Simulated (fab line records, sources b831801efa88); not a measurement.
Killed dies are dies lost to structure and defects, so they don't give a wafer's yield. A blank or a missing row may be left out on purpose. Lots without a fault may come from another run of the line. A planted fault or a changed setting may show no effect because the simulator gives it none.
fab line records | flow sky130 | part 1 of 2: steps 1 to 4 of 6
record lots=23 wafers=69 last_day=50
route steps=708 shown FIELD_ISO@17 VT_ADJUST_HVTR@141 RES_PROTECT@214 LDD_HVN@276 POLY_CUT@315 CONTACT@425
lots that met no fault: from a run of the same line without faults
start_h: hours from the record's first day to the start of the lot's first wafer shown | wait_h: hours since the lot's step before | " the same as in the row above | L1.1+2: a row that stands for several wafers | - no value, or no start given | * or withheld: withheld | < > ~ a bound
route shown NAME@n: a module of which the file shows steps, and the number in the route of the first | usual: mean/standard deviation of fault-free wafers | same: alike in all rows | chamber/n: place in a boat | sites: the reading at each site | _std_site: their standard deviation | _edge_site: outer sites' mean less inner sites' | radius_mm: how far each site lies from the wafer's centre | mask NAME#n: copy n | behind: the tool/chamber that last shaped the wafer | hold: why the lot was held/for how many hours/how that ended | device: the transistor (n, p or np) that didn't switch | end of line: the same wafers' tests at the end of the route | a step without rows: its recipe alone | killed: dies lost to structure and defects at the first sort, not the wafer's yield | map: a wafer's dies, x killed, . not, _ none there
set.NAME: the setting as run; set.NAME@STEP: as run at that earlier step | model.NAME: the simulator's own value behind a step, which no gauge read
steps of the route over a sample of lots; a table a step, a row a wafer
services: from which hour (start_h, from the record's first day; less than 0 if before it) a tool's chamber was out of use, for how many hours, and why
## steps
# step SKY_FIELD_ISO_STRIP_16
# recipe chemistry=O2/N2 power_w=1400 pressure_mtorr=1500 platen_temp_c=withheld o2_flow_sccm=3000 n2_flow_sccm=300 overash_fraction=0.5
# usual drypump_motor_current_A=5.78/0.23 n2_flow_sccm=300.0/0.93 oes_product_au=0.378/0.0052 strip_time_to_endpoint_s=3.56/0.047
# columns lot.wafer tool chamber start_h wait_h drypump_motor_current_A n2_flow_sccm oes_product_au rf_hours_counter_h strip_time_to_endpoint_s
L074.2 plasma_asher-01 1 31.13 0.0 5.65 299.7 0.375 36 3.53
L074.4 " 0 " " 5.94 297.7 0.370 - 3.55
L074.5 " 0 " " 5.93 299.2 0.367 - 3.51
L075.1 plasma_asher-01 0 35.06 0.0 5.93 301.9 0.379 37 3.50
L075.2 " 1 " " 5.68 299.4 0.382 37 3.45
L075.6 " 1 " " 5.67 299.4 0.376 - 3.49
L076.1 plasma_asher-03 1 41.73 0.0 5.50 299.5 0.380 23 3.49
L076.3 " 1 " " 5.55 299.8 0.374 - 3.51
L076.5 " 1 " " 5.52 299.6 0.377 - 3.53
L077.1 plasma_asher-02 1 46.13 0.0 6.25 300.6 0.372 37 3.53
L077.4 " 0 " " 5.71 300.5 0.388 - 3.52
L077.6 " 1 " " 6.27 301.2 0.375 - 3.53
L078.2 plasma_asher-01 1 53.06 0.0 5.68 299.6 0.385 38 3.58
L078.3 " 0 " " 5.94 301.4 0.386 - 3.57
L078.4 " 1 " " 5.68 300.3 0.382 - 3.59
L079.1 plasma_asher-01 0 55.43 0.0 5.94 300.5 0.389 38 3.62
L079.3 " 0 " " 5.94 299.9 0.382 - 3.60
L079.5 " 0 " " 5.92 299.8 0.380 - 3.57
L080.1 plasma_asher-01 1 61.63 0.0 5.67 299.9 0.377 39 3.57
L080.4 " 1 " " 5.67 301.2 0.377 - 3.56
L080.6 " 0 " " 5.92 300.9 0.388 - 3.59
L081.1 plasma_asher-02 0 65.23 0.0 5.73 301.2 0.385 39 3.58
L081.4 " 0 " " 5.73 302.3 0.379 - 3.57
L081.6 " 0 " " 5.75 300.8 0.376 - 3.61
L082.1 plasma_asher-01 0 70.31 0.0 5.92 301.6 0.360 40 3.47
L082.2 " 1 " " 5.68 298.7 0.374 40 3.50
L082.5 " 1 " " 5.69 298.7 0.374 - 3.50
L083.2 plasma_asher-02 1 75.93 0.0 6.26 300.2 0.365 40 3.53
L083.4 " 1 " " 6.27 299.8 0.378 - 3.54
L083.6 " 0 " " 5.73 298.2 0.380 - 3.54
L084.2 plasma_asher-02 0 80.13 0.0 5.72 299.2 0.384 41 3.70
L084.4 " 0 " " 5.73 298.7 0.374 - 3.58
L084.6 " 1 " " 6.24 299.8 0.377 - 3.70
L085.2 plasma_asher-03 0 87.96 0.0 5.51 300.6 0.379 27 3.56
L085.4 " 0 " " 5.51 299.0 0.372 - 3.46
L085.5 " 1 " " 5.56 299.1 0.377 - 3.49
L086.1 plasma_asher-02 0 93.53 0.0 5.74 300.8 0.380 42 3.58
L086.4 " 0 " " 5.72 299.5 0.381 - 3.57
L086.6 " 0 " " 5.74 300.2 0.381 - 3.56
L088.1 plasma_asher-03 0 100.78 0.0 5.49 300.4 0.385 28 3.64
L088.3 " 1 " " 5.57 298.8 0.383 - 3.62
L088.4 " 0 " " 5.49 299.0 0.373 - 3.58
L089.1 plasma_asher-03 1 111.66 0.0 5.53 299.3 0.375 30 3.57
L089.2 " 0 " " 5.49 299.1 0.376 30 3.64
L089.3 " 1 " " 5.56 298.5 0.377 - 3.58
L090.2 plasma_asher-03 1 113.33 0.0 5.55 298.7 0.381 30 3.55
L090.4 " 1 " " 5.56 298.7 0.375 - 3.58
L090.6 " 1 " " 5.52 298.6 0.376 - 3.51
L091.1 plasma_asher-03 0 118.83 0.0 5.49 300.7 0.383 30 3.50
L091.3 " 1 " " 5.53 300.0 0.375 - 3.47
L091.6 " 0 " " 5.50 300.4 0.377 - 3.55
L092.4 plasma_asher-01 1 123.12 0.1 5.69 301.2 0.374 - 3.49
L092.5 " 0 " " 5.94 300.4 0.376 - 3.58
L092.6 " 1 " " 5.68 300.4 0.366 - 3.47
L093.3 plasma_asher-01 1 129.36 0.1 5.68 300.8 0.374 - 3.55
L093.4 " 0 " " 5.92 301.3 0.381 - 3.57
L093.6 " 1 " " 5.68 299.7 0.377 - 3.57
L094.1 plasma_asher-01 1 132.93 0.0 5.67 299.4 0.377 46 3.59
L094.4 " 0 " " 5.93 299.6 0.378 - 3.62
L094.5 " 0 " " 5.92 299.8 0.385 - 3.56
L095.1 plasma_asher-01 0 139.08 0.0 5.94 299.7 0.387 47 3.55
L095.4 " 0 " " 5.92 299.3 0.383 - 3.58
L095.6 " 1 " " 5.68 300.2 0.383 - 3.57
L096.2 plasma_asher-02 0 143.58 0.0 5.74 301.6 0.380 47 3.58
L096.4 " 1 " " 6.25 300.2 0.383 - 3.56
L096.5 " 1 " " 6.25 299.3 0.381 - 3.54
L097.1 plasma_asher-01 1 147.78 0.0 5.68 302.0 0.378 48 3.64
L097.3 " 1 " " 5.68 300.1 0.375 - 3.56
L097.6 " 1 " " 5.67 301.2 0.382 - 3.61
# step SKY_VT_ADJUST_HVTR_STRIP_10
# recipe chemistry=O2/N2 power_w=1400 pressure_mtorr=1500 platen_temp_c=withheld o2_flow_sccm=3000 n2_flow_sccm=300 overash_fraction=0.5
# usual drypump_motor_current_A=6.0/0.33 n2_flow_sccm=299.9/0.89 oes_product_au=0.715/0.0049 strip_time_to_endpoint_s=14.17/0.042
# columns lot.wafer tool chamber start_h wait_h drypump_motor_current_A n2_flow_sccm oes_product_au rf_hours_counter_h strip_time_to_endpoint_s
L074.2 plasma_asher-02 0 207.85 0.1 5.7 298.2 0.712 53 14.18
L074.4 " 0 " " 5.7 299.1 0.722 - 14.21
L074.5 " 1 " " 6.2 301.4 0.716 - 14.18
L075.1 plasma_asher-03 0 210.75 0.1 5.5 299.1 0.715 39 14.20
L075.2 " 1 " " 5.5 298.7 0.725 39 14.16
L075.6 " 1 " " 5.6 300.7 0.712 - 14.18
L076.1 plasma_asher-02 0 219.36 0.1 5.7 300.5 0.720 55 14.22
L076.3 " 1 " " 6.3 299.5 0.721 - 14.23
L076.5 " 1 " " 6.3 298.4 0.723 - 14.22
L077.1 plasma_asher-04 1 226.41 0.1 6.4 301.1 0.712 11 14.20
L077.4 " 0 " " 5.9 300.0 0.724 - 14.22
L077.6 " 0 " " 5.9 299.4 0.714 - 14.21
L078.2 plasma_asher-03 1 236.67 0.1 5.5 301.4 0.715 42 14.15
L078.3 " 0 " " 5.5 299.7 0.713 - 14.08
L078.4 " 1 " " 5.5 300.5 0.710 - 14.07
L079.1 plasma_asher-02 0 242.31 0.1 5.7 299.9 0.710 57 14.11
L079.3 " 0 " " 5.7 299.6 0.711 - 14.15
L079.5 " 0 " " 5.7 299.7 0.715 - 14.13
L080.1 plasma_asher-02 0 257.15 0.1 5.7 300.0 0.716 58 14.16
L080.4 " 1 " " 6.2 300.1 0.722 - 14.19
L080.6 " 1 " " 6.2 299.1 0.720 - 14.16
L081.1 plasma_asher-02 0 262.71 0.1 5.7 300.2 0.719 59 14.18
L081.4 " 1 " " 6.3 300.5 0.721 - 14.17
L081.6 " 0 " " 5.7 299.8 0.719 - 14.13
L082.1 plasma_asher-02 0 267.16 0.1 5.7 298.8 0.720 59 14.15
L082.2 " 1 " " 6.3 300.2 0.720 59 14.13
L082.5 " 0 " " 5.7 300.4 0.704 - 14.12
L084.2 plasma_asher-04 1 282.97 0.1 6.4 299.5 0.724 16 14.19
L084.4 " 1 " " 6.5 298.9 0.715 - 14.12
L084.6 " 1 " " 6.5 300.4 0.716 - 14.15
L083.2 plasma_asher-02 0 284.37 0.1 5.7 299.9 0.719 61 14.22
L083.4 " 1 " " 6.3 299.5 0.711 - 14.26
L083.6 " 1 " " 6.2 301.2 0.720 - 14.19
L085.2 plasma_asher-02 0 291.64 0.1 5.8 301.4 0.719 62 14.08
L085.4 " 1 " " 6.3 299.3 0.708 - 14.09
L085.5 " 0 " " 5.8 299.3 0.717 - 14.11
L086.1 plasma_asher-03 0 297.89 0.1 5.5 300.2 0.723 48 14.10
L086.4 " 0 " " 5.5 301.0 0.722 - 14.11
L086.6 " 1 " " 5.6 298.6 0.709 - 14.12
L088.1 plasma_asher-04 0 310.61 0.1 5.9 299.7 0.720 19 14.21
L088.3 " 1 " " 6.4 300.0 0.719 - 14.25
L088.4 " 0 " " 5.9 299.4 0.703 - 14.18
L089.1 plasma_asher-04 0 319.96 0.1 6.0 301.2 0.714 20 14.18
L089.2 " 1 " " 6.4 300.1 0.722 20 14.13
L089.3 " 0 " " 6.0 299.9 0.720 - 14.20
L090.2 plasma_asher-04 0 323.49 0.1 5.9 299.4 0.703 20 14.15
L090.4 " 1 " " 6.4 297.9 0.714 - 14.19
L090.6 " 0 " " 5.9 300.2 0.717 - 14.17
L091.1 plasma_asher-04 0 330.42 0.1 5.9 299.0 0.711 21 14.15
L091.3 " 1 " " 6.4 298.6 0.718 - 14.13
L091.6 " 1 " " 6.4 300.0 0.718 - 14.12
L092.4 plasma_asher-03 0 335.38 0.1 5.5 301.3 0.713 - 14.13
L092.5 " 0 " " 5.5 300.2 0.720 - 14.16
L092.6 " 1 " " 5.5 300.1 0.724 - 14.17
L093.3 plasma_asher-03 0 345.23 0.1 5.5 298.6 0.718 - 14.13
L093.4 " 1 " " 5.5 299.6 0.709 - 14.13
L093.6 " 1 " " 5.5 297.6 0.722 - 14.11
L094.1 plasma_asher-04 1 348.41 0.1 6.4 298.6 0.720 22 14.19
L094.4 " 1 " " 6.4 298.8 0.715 - 14.19
L094.5 " 1 " " 6.5 299.3 0.712 - 14.18
L095.1 plasma_asher-02 1 361.12 0.1 6.3 298.8 0.706 68 14.20
L095.4 " 0 " " 5.7 299.7 0.719 - 14.23
L095.6 " 0 " " 5.7 300.7 0.717 - 14.22
L096.2 plasma_asher-02 0 366.19 0.1 5.7 302.2 0.705 68 14.20
L096.4 " 1 " " 6.3 299.9 0.719 - 14.16
L096.5 " 1 " " 6.3 300.3 0.714 - 14.19
L097.1 plasma_asher-02 0 373.52 0.1 5.7 300.7 0.709 69 14.15
L097.3 " 1 " " 6.3 299.8 0.724 - 14.16
L097.6 " 1 " " 6.2 299.0 0.716 - 14.15
# step SKY_RES_PROTECT_STRIP_07
# recipe chemistry=O2/N2 power_w=1400 pressure_mtorr=1500 platen_temp_c=withheld o2_flow_sccm=3000 n2_flow_sccm=300 overash_fraction=0.5
# usual drypump_motor_current_A=5.9/0.34 n2_flow_sccm=299.9/0.85 oes_product_au=0.517/0.005 strip_time_to_endpoint_s=23.28/0.048
# columns lot.wafer tool chamber start_h wait_h drypump_motor_current_A n2_flow_sccm oes_product_au rf_hours_counter_h strip_time_to_endpoint_s
L074.2 plasma_asher-02 0 343.56 0.1 5.7 301.8 0.517 66 23.29
L074.4 " 1 " " 6.3 298.6 0.508 - 23.33
L074.5 " 1 " " 6.3 298.1 0.515 - 23.30
L075.1 plasma_asher-03 1 349.56 0.1 5.5 300.0 0.516 53 23.36
L075.2 " 0 " " 5.5 301.6 0.517 53 23.34
L075.6 " 1 " " 5.6 299.4 0.510 - 23.37
L076.1 plasma_asher-03 1 360.79 0.1 5.5 299.6 0.512 54 23.35
L076.3 " 1 " " 5.5 298.8 0.518 - 23.40
L076.5 " 1 " " 5.6 300.7 0.519 - 23.35
L077.1 plasma_asher-04 1 365.14 0.1 6.4 300.5 0.512 24 23.25
L077.4 " 0 " " 5.9 298.6 0.520 - 23.31
L077.6 " 0 " " 5.9 299.0 0.519 - 23.28
L078.2 plasma_asher-02 0 378.86 0.1 5.7 298.7 0.512 69 23.32
L078.3 " 1 " " 6.3 297.5 0.512 - 23.32
L078.4 " 0 " " 5.7 300.8 0.516 - 23.34
L079.1 plasma_asher-04 0 388.29 0.1 5.9 299.4 0.518 26 23.31
L079.3 " 0 " " 5.9 301.1 0.517 - 23.29
L079.5 " 0 " " 5.9 301.1 0.522 - 23.26
L080.1 plasma_asher-03 0 404.62 0.1 5.5 299.6 0.512 58 23.32
L080.4 " 0 " " 5.5 300.1 0.517 - 23.34
L080.6 " 0 " " 5.5 299.2 0.517 - 23.34
L081.1 plasma_asher-02 1 410.66 0.1 6.2 300.0 0.507 72 23.27
L081.4 " 1 " " 6.3 299.8 0.515 - 23.26
L081.6 " 1 " " 6.2 300.8 0.511 - 23.25
L082.1 plasma_asher-02 1 418.81 0.1 6.3 299.8 0.515 73 23.27
L082.2 " 0 " " 5.7 298.8 0.522 73 23.23
L082.5 " 1 " " 6.3 300.3 0.509 - 23.28
L084.2 plasma_asher-03 1 437.84 0.1 5.6 299.8 0.513 62 23.31
L084.4 " 0 " " 5.5 298.6 0.510 - 23.31
L084.6 " 1 " " 5.6 299.7 0.519 - 23.30
L083.2 plasma_asher-02 0 438.11 0.1 5.7 300.1 0.514 1 23.23
L083.4 " 0 " " 5.7 300.0 0.515 - 23.26
L083.6 " 1 " " 6.3 299.5 0.511 - 23.23
L085.2 plasma_asher-02 0 447.09 0.1 5.7 301.2 0.524 2 23.31
L085.4 " 1 " " 6.3 300.6 0.523 - 23.25
L085.5 " 1 " " 6.2 300.7 0.513 - 23.27
L086.1 plasma_asher-02 0 451.74 0.1 5.7 299.4 0.521 2 23.32
L086.4 " 0 " " 5.7 299.4 0.522 - 23.33
L086.6 " 0 " " 5.7 299.8 0.518 - 23.33
L088.1 plasma_asher-04 1 462.04 0.1 6.4 300.5 0.518 33 23.29
L088.3 " 1 " " 6.4 301.8 0.519 - 23.29
L088.4 " 0 " " 6.0 300.4 0.527 - 23.29
L089.1 plasma_asher-03 0 477.94 0.1 5.5 299.4 0.520 66 23.26
L089.2 " 1 " " 5.5 299.4 0.519 66 23.25
L089.3 " 0 " " 5.5 300.5 0.523 - 23.23
L090.2 plasma_asher-02 1 481.76 0.1 6.3 298.7 0.524 5 23.39
L090.4 " 0 " " 5.7 300.3 0.522 - 23.35
L090.6 " 0 " " 5.7 299.5 0.516 - 23.36
L091.1 plasma_asher-02 0 490.14 0.1 5.7 299.3 0.518 6 23.25
L091.3 " 1 " " 6.3 300.8 0.520 - 23.26
L091.6 " 1 " " 6.2 299.9 0.514 - 23.31
L092.4 plasma_asher-04 1 500.14 0.1 6.5 299.6 0.521 - 23.26
L092.5 " 1 " " 6.4 300.1 0.515 - 23.29
L092.6 " 0 " " 5.9 298.4 0.513 - 23.28
L093.3 plasma_asher-02 0 504.49 0.1 5.7 299.3 0.516 - 23.18
L093.4 " 1 " " 6.3 298.6 0.512 - 23.19
L093.6 " 0 " " 5.7 299.9 0.514 - 23.23
L094.1 plasma_asher-04 0 511.61 0.1 5.9 300.9 0.510 38 23.31
L094.4 " 1 " " 6.4 299.4 0.519 - 23.33
L094.5 " 1 " " 6.4 299.1 0.513 - 23.30
L095.1 plasma_asher-04 0 521.41 0.1 5.9 299.7 0.521 39 23.27
L095.4 " 0 " " 6.0 300.3 0.520 - 23.23
L095.6 " 0 " " 5.9 299.8 0.519 - 23.26
L096.2 plasma_asher-03 1 528.21 0.1 5.5 299.2 0.509 71 23.26
L096.4 " 0 " " 5.5 299.5 0.521 - 23.21
L096.5 " 0 " " 5.5 299.9 0.519 - 23.21
L097.1 plasma_asher-02 1 534.81 0.1 6.2 299.6 0.523 9 23.20
L097.3 " 0 " " 5.7 300.9 0.525 - 23.25
L097.6 " 1 " " 6.2 299.3 0.527 - 23.20
# step SKY_LDD_HVN_STRIP_09
# recipe chemistry=O2/N2 power_w=1400 pressure_mtorr=1500 platen_temp_c=withheld o2_flow_sccm=3000 n2_flow_sccm=300 overash_fraction=0.5
# usual drypump_motor_current_A=5.9/0.35 n2_flow_sccm=300.0/0.9 oes_product_au=0.409/0.0048 strip_time_to_endpoint_s=4.127/0.015
# columns lot.wafer tool chamber start_h wait_h drypump_motor_current_A n2_flow_sccm oes_product_au rf_hours_counter_h strip_time_to_endpoint_s
L074.2 plasma_asher-04 1 469.67 0.1 6.4 298.6 0.408 34 4.134
L074.4 " 1 " " 6.4 299.5 0.412 - 4.143
L074.5 " 0 " " 5.9 300.5 0.401 - 4.142
L075.1 plasma_asher-03 0 476.13 0.1 5.5 300.3 0.408 66 4.115
L075.2 " 1 " " 5.5 300.9 0.413 66 4.136
L075.6 " 1 " " 5.5 300.6 0.409 - 4.123
L076.1 plasma_asher-04 0 485.22 0.1 6.0 300.6 0.408 36 4.136
L076.3 " 0 " " 5.9 299.6 0.413 - 4.152
L076.5 " 1 " " 6.4 299.3 0.404 - 4.142
L077.1 plasma_asher-04 1 489.87 0.1 6.4 301.5 0.405 36 4.128
L077.4 " 1 " " 6.5 298.1 0.416 - 4.117
L077.6 " 0 " " 5.9 301.0 0.405 - 4.119
L078.2 plasma_asher-02 1 506.72 0.1 6.3 299.8 0.407 7 4.118
L078.3 " 1 " " 6.2 299.7 0.407 - 4.126
L078.4 " 0 " " 5.7 299.8 0.422 - 4.103
L079.1 plasma_asher-04 1 518.15 0.1 6.4 301.0 0.407 39 4.131
L079.3 " 0 " " 5.9 300.3 0.415 - 4.148
L079.5 " 1 " " 6.4 301.2 0.408 - 4.126
L080.1 plasma_asher-04 0 531.75 0.1 5.9 300.4 0.404 40 4.108
L080.4 " 0 " " 5.9 300.0 0.419 - 4.108
L080.6 " 0 " " 6.0 299.6 0.406 - 4.125
L081.1 plasma_asher-03 1 538.97 0.1 5.5 299.4 0.411 72 4.141
L081.4 " 1 " " 5.5 299.8 0.412 - 4.144
L081.6 " 1 " " 5.5 300.4 0.416 - 4.149
L082.1 plasma_asher-02 0 548.10 0.1 5.7 301.5 0.415 11 4.138
L082.2 " 1 " " 6.2 298.2 0.409 11 4.128
L082.5 " 1 " " 6.3 298.9 0.401 - 4.128
L084.2 plasma_asher-03 1 566.12 0.1 5.6 300.0 0.411 75 4.128
L084.4 " 1 " " 5.6 300.3 0.410 - 4.125
L084.6 " 1 " " 5.5 301.1 0.398 - 4.135
L083.2 plasma_asher-02 0 567.05 0.1 5.7 300.1 0.405 12 4.116
L083.4 " 1 " " 6.3 300.9 0.416 - 4.143
L083.6 " 0 " " 5.7 299.2 0.411 - 4.156
L085.2 plasma_asher-03 0 572.62 0.1 5.5 302.0 0.410 76 4.131
L085.4 " 0 " " 5.5 301.2 0.413 - 4.126
L085.5 " 1 " " 5.5 301.4 0.412 - 4.129
L086.1 plasma_asher-02 1 578.22 0.1 6.3 300.3 0.418 14 4.124
L086.4 " 0 " " 5.7 301.2 0.410 - 4.145
L086.6 " 0 " " 5.7 300.2 0.406 - 4.117
L088.1 plasma_asher-03 0 586.45 0.1 5.5 300.0 0.407 77 4.131
L088.3 " 0 " " 5.5 300.7 0.415 - 4.109
L088.4 " 1 " " 5.5 298.9 0.406 - 4.135
L089.1 plasma_asher-04 0 601.70 0.1 5.9 302.2 0.404 46 4.118
L089.2 " 1 " " 6.5 299.4 0.409 46 4.119
L089.3 " 1 " " 6.4 299.3 0.410 - 4.114
L090.2 plasma_asher-02 1 608.00 0.1 6.3 299.6 0.412 17 4.139
L090.4 " 1 " " 6.3 300.6 0.409 - 4.135
L090.6 " 1 " " 6.2 299.7 0.414 - 4.131
L091.1 plasma_asher-03 0 614.80 0.1 5.5 300.2 0.404 80 4.142
L091.3 " 1 " " 5.5 299.0 0.417 - 4.121
L091.6 " 1 " " 5.6 299.9 0.415 - 4.137
L092.4 plasma_asher-02 0 624.06 0.1 5.7 301.0 0.413 - 4.091
L092.5 " 0 " " 5.7 299.7 0.408 - 4.097
L092.6 " 1 " " 6.3 300.0 0.397 - 4.099
L093.3 plasma_asher-03 0 627.53 0.1 5.5 299.8 0.409 - 4.131
L093.4 " 1 " " 5.5 299.7 0.408 - 4.120
L093.6 " 1 " " 5.6 300.5 0.408 - 4.119
L094.1 plasma_asher-03 1 633.77 0.1 5.5 301.2 0.409 83 4.144
L094.4 " 1 " " 5.5 298.6 0.410 - 4.162
L094.5 " 0 " " 5.5 299.1 0.413 - 4.143
L095.1 plasma_asher-04 1 642.17 0.1 6.4 299.1 0.412 49 4.121
L095.4 " 1 " " 6.4 299.7 0.406 - 4.122
L095.6 " 1 " " 6.4 298.5 0.415 - 4.097
L096.2 plasma_asher-03 0 649.55 0.1 5.5 298.8 0.407 84 4.109
L096.4 " 1 " " 5.5 300.9 0.408 - 4.113
L096.5 " 0 " " 5.5 299.3 0.408 - 4.132
L097.1 plasma_asher-03 0 656.67 0.1 5.5 301.9 0.406 85 4.133
L097.3 " 0 " " 5.5 301.2 0.407 - 4.144
L097.6 " 0 " " 5.5 302.2 0.404 - 4.128
